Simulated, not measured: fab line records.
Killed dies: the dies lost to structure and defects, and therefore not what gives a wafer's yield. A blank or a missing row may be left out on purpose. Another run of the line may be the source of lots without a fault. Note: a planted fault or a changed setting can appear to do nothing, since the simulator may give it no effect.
Which tool did it? + flow gf180mcu + 12 lots, 36 wafers sampled, at 5 steps of a route of 602

== WHAT EACH GAUGE READ, for each wafer ==
GF_HV_LDD_TW_MEAS_11. Usual: HV_LDD_TW typically reads 2402, with standard deviation 19.
| lot  | measured     | on           | HV_LDD_TW      | flag |
|------|--------------|--------------|----------------|------|
| L539 | day 10 00:43 | filmMetro-01 | 2428 2413 2405 |      |
| L540 | day 10 08:37 | filmMetro-01 | 2417 2426 2432 |      |
| L541 | day 10 15:04 | filmMetro-03 | 2372 2370 2379 |      |
| L542 | day 10 22:51 | filmMetro-03 | 2374 2383 2382 |      |
| L544 | day 11 14:14 | filmMetro-03 | 2370 2378 2376 |      |
| L547 | day 12 16:03 | filmMetro-01 | 2422 2425 2412 |      |
| L551 | day 13 20:06 | filmMetro-01 | 2401 2414 2409 |      |
| L554 | day 14 23:08 | filmMetro-01 | 2413 2404 2419 |      |
| L555 | day 15 05:34 | filmMetro-04 | 2416 2414 2410 |      |
| L556 | day 15 11:48 | filmMetro-01 | 2407 2399 2400 |      |
| L559 | day 16 09:09 | filmMetro-01 | 2401 2407 2409 |      |
| L562 | day 17 02:28 | filmMetro-04 | 2442 2436 2416 |      |

GF_PSD_RS_MEAS_14: uses a four-point probe to measure. Usual: NSD_RS typically reads 46.14 ohm/sq, with standard deviation 0.09.
| lot  | measured     | on           | NSD_RS (ohm/sq)                     | flag |
|------|--------------|--------------|-------------------------------------|------|
| L539 | day 14 03:31 | filmMetro-02 | 46.16 46.21 46.21                   |      |
| L540 | day 14 12:40 | filmMetro-01 | 46.07 46.17 46.17                   |      |
| L541 | day 14 20:50 | filmMetro-01 | 46.06 46.01 46.05                   |      |
| L542 | day 15 06:02 | filmMetro-04 | 46.13 46.05 46.12                   |      |
| L544 | day 16 00:24 | filmMetro-04 | 46.09 46.17 46.14                   |      |
| L547 | day 17 04:26 | filmMetro-01 | 46.05 46.14 46.06                   |      |
| L551 | day 18 13:31 | filmMetro-01 | 45.96 46.01 46.03                   |      |
| L554 | day 19 21:38 | filmMetro-04 | 43.52 43.55 43.54 43.54 43.45 43.51 | OFF  |
| L555 | day 20 05:07 | filmMetro-02 | 43.68 43.56 43.47 43.57 43.52 43.45 | OFF  |
| L556 | day 20 11:32 | filmMetro-02 | 43.55 43.54 43.57 43.59 43.48 43.59 | OFF  |
| L559 | day 21 11:06 | filmMetro-04 | 46.19 46.00 46.10                   |      |
| L562 | day 22 05:16 | filmMetro-01 | 46.03 46.05 46.10                   |      |

GF_PSD_RS_MEAS_15: uses a four-point probe to measure. Usual: PSD_RS typically reads 108.53 ohm/sq, with standard deviation 0.25.
| lot  | measured     | on           | PSD_RS (ohm/sq)                           | flag |
|------|--------------|--------------|-------------------------------------------|------|
| L539 | day 14 03:38 | filmMetro-02 | 108.46 108.91 108.93                      |      |
| L540 | day 14 12:47 | filmMetro-01 | 108.23 108.42 108.42                      |      |
| L541 | day 14 20:58 | filmMetro-01 | 108.18 108.11 108.41                      |      |
| L542 | day 15 06:09 | filmMetro-04 | 108.73 108.70 108.77                      |      |
| L544 | day 16 00:31 | filmMetro-04 | 108.28 108.63 108.59                      |      |
| L547 | day 17 04:34 | filmMetro-01 | 108.46 108.68 108.28                      |      |
| L551 | day 18 13:38 | filmMetro-01 | 108.46 108.33 108.43                      |      |
| L554 | day 20 04:27 | filmMetro-04 | 103.15 103.58 103.28 103.27 103.46 103.25 | OFF  |
| L555 | day 20 07:19 | filmMetro-02 | 103.42 103.31 103.12 103.18 103.38 103.53 | OFF  |
| L556 | day 20 13:47 | filmMetro-02 | 103.56 103.16 103.05 103.49 103.43 103.19 | OFF  |
| L559 | day 21 11:13 | filmMetro-04 | 108.27 108.12 108.17                      |      |
| L562 | day 22 05:23 | filmMetro-01 | 108.82 108.38 108.75                      |      |

GF_SAB_OVL_MEAS_10. Usual: SAB_OVL typically reads 0.4 nm, with standard deviation 1.1.
| lot  | measured     | on         | SAB_OVL (nm)   | flag |
|------|--------------|------------|----------------|------|
| L539 | day 14 23:50 | overlay-02 | 1.1 0.9 1.3    |      |
| L540 | day 15 09:31 | overlay-01 | 0.8 2.1 2.8    |      |
| L541 | day 15 18:47 | overlay-01 | -0.4 1.2 0.5   |      |
| L542 | day 16 04:13 | overlay-01 | 0.9 2.0 1.3    |      |
| L544 | day 16 22:19 | overlay-02 | -1.0 0.0 -0.5  |      |
| L547 | day 18 04:04 | overlay-02 | 0.7 0.8 0.3    |      |
| L551 | day 19 12:58 | overlay-02 | 0.0 0.0 -1.0   |      |
| L554 | day 20 20:39 | overlay-02 | -1.0 0.3 -0.7  |      |
| L555 | day 21 05:20 | overlay-02 | 0.1 0.1 -0.8   |      |
| L556 | day 21 12:02 | overlay-02 | -0.6 0.3 0.6   |      |
| L559 | day 22 10:04 | overlay-01 | 0.4 3.4 0.6    |      |
| L562 | day 23 03:47 | overlay-02 | -0.4 -1.6 -1.1 |      |

== WHAT TOOL EACH LOT RAN ON (gives the tool, then ch and the chambers of the sampled wafers, and finally the start) ==
| lot  | GF_PSD_RTA_13                   |
|------|---------------------------------|
| L539 | rtpAnneal-02 ch 0, day 14 03:25 |
| L540 | rtpAnneal-02 ch 0, day 14 12:34 |
| L541 | rtpAnneal-02 ch 0, day 14 20:44 |
| L542 | rtpAnneal-02 ch 0, day 15 05:56 |
| L544 | rtpAnneal-01 ch 0, day 16 00:19 |
| L547 | rtpAnneal-01 ch 0, day 17 04:22 |
| L551 | rtpAnneal-02 ch 0, day 18 13:25 |
| L554 | rtpAnneal-02 ch 0, day 19 21:32 |
| L555 | rtpAnneal-02 ch 0, day 20 05:01 |
| L556 | rtpAnneal-02 ch 0, day 20 11:28 |
| L559 | rtpAnneal-01 ch 0, day 21 11:01 |
| L562 | rtpAnneal-01 ch 0, day 22 05:10 |
- GF_PSD_RTA_13: time 20 s.

== WHAT THE TOOLS THEMSELVES READ (means of the sampled wafers that have a number; where no wafer has one, the mark that the record gives instead) ==
GF_PSD_RTA_13. Usual: lampPowerPct 35.2 %, standard deviation 0.33; runLengthS 48.85 s, standard deviation 0.2; wafer_temp_C_max 1028.2, standard deviation 1.2.
| lot  | tool         | lampPowerPct (%) | runLengthS (s) | wafer_temp_C_max | flag |
|------|--------------|------------------|----------------|------------------|------|
| L539 | rtpAnneal-02 | 35.5             | 49.10          | 1027.2           |      |
| L540 | rtpAnneal-02 | 35.5             | 48.77          | 1027.2           |      |
| L541 | rtpAnneal-02 | 35.5             | 48.94          | 1027.6           |      |
| L542 | rtpAnneal-02 | 35.5             | 49.00          | 1027.2           |      |
| L544 | rtpAnneal-01 | 34.8             | 48.65          | 1029.3           |      |
| L547 | rtpAnneal-01 | 34.8             | 48.64          | 1029.6           |      |
| L551 | rtpAnneal-02 | 35.5             | 48.84          | 1027.5           |      |
| L554 | rtpAnneal-02 | 35.5             | 62.46          | 1028.0           | OFF  |
| L555 | rtpAnneal-02 | 35.5             | 62.26          | 1027.0           | OFF  |
| L556 | rtpAnneal-02 | 35.5             | 62.35          | 1027.7           | OFF  |
| L559 | rtpAnneal-01 | 34.8             | 48.77          | 1028.3           |      |
| L562 | rtpAnneal-01 | 34.8             | 48.71          | 1029.1           |      |

== THE ANSWER, worked out from the rows above alone ==
Rule: take the mean of a lot's wafers that have a number; if it is more than 3 standard deviations from the usual mean, the lot is off. Also off: a lot with no number at a reading for which 4 or more lots have one. The other lots that the step has rows for count as sound. After the gauges, taken in route order, come the tools' own readings; for these a lot's mean is taken, as printed above. The first step at which some lot is off is used, and at that step the reading that is off furthest; a lot without a number counts as furthest.
Off: L554, L555, L556, seen at GF_PSD_RS_MEAS_14 (NSD_RS).
A tool fits if, at a process step before that reading, it ran every lot that is off, and no sound lot after the first of them. The gauges at GF_PSD_RS_MEAS_14 aren't tried: what is off there is off at GF_PSD_RTA_13 too, on other tools, and a gauge's error can't cause that. One fits: GF_PSD_RTA_13 on rtpAnneal-02. A fault onset in the window from L551 (day 18 13:25, its last sound lot) to L554 (day 19 21:32, its first lot off) fits.
The tool's own readings at GF_PSD_RTA_13 bear it out: on the lots that are off they differ by more than 5 times the standard deviation of the sound lots' means. runLengthS reads 62.36 s there against 48.82 s on the sound lots.

== WHAT THE SIMULATOR HAD INSERTED ==
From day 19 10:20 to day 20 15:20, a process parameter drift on rtpAnneal-02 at GF_PSD_RTA_13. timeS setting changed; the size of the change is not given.
Struck lots among those shown: L554, L555, L556. The rule above reached the same finding.
